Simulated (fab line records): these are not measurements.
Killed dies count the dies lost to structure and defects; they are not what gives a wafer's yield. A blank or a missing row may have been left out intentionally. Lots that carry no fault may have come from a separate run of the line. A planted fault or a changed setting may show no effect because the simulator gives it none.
What tool caused it? | flow sky130 | 36 wafers sampled from 12 lots at 1 step of a route of 708

== WHAT THE GAUGES SHOWED, per wafer ==
SKY_CONTACT_THK_MEAS_03.
lot  | measured     | on            | CONTACT_HDPCVD_THK (nm)
L075 | day 30 22:23 | film-metro-01 | 569 571 572
L077 | day 32 04:45 | film-metro-04 | 562 558 566
L078 | day 32 14:11 | film-metro-01 | 568 567 564
L081 | day 33 18:51 | film-metro-04 | 558 561 563
L082 | day 34 04:19 | film-metro-01 | 558 562 557
L085 | day 34 20:35 | film-metro-03 | 565 569 565
L088 | day 35 21:07 | film-metro-04 | 559 559 557
L089 | day 36 00:04 | film-metro-03 | 562 565 556
L091 | day 36 06:55 | film-metro-01 | 558 564 564
L093 | day 36 21:51 | film-metro-03 | 560 558 561
L095 | day 37 07:25 | film-metro-04 | 561 568 567
L097 | day 37 20:45 | film-metro-01 | 564 556 565

== TOOL THAT RAN EACH LOT (tool first, then ch and the chambers of the sampled wafers, then the start) ==
There is no process step in the record ahead of these readings.

== THE ANSWER, worked out from the rows above alone ==
Rule: the lots themselves supply what counts as usual. The widest of any qualifying gaps counts: lots, ordered by their means at a reading, are off when they make up no more than a third of the lots, leave a main group of 4 or more, and stand apart from it by 3 or more times the standard deviation of that group's means. If all means in a main group match to the digits the tables above print for the reading, that group is not used. Also off: a lot with no number at a reading for which 4 or more lots have one. The other lots that the step has rows for count as sound.
No lot is off on any of the readings shown, so nothing can be concluded from this.

== WHAT THE SIMULATOR HAD PUT IN ==
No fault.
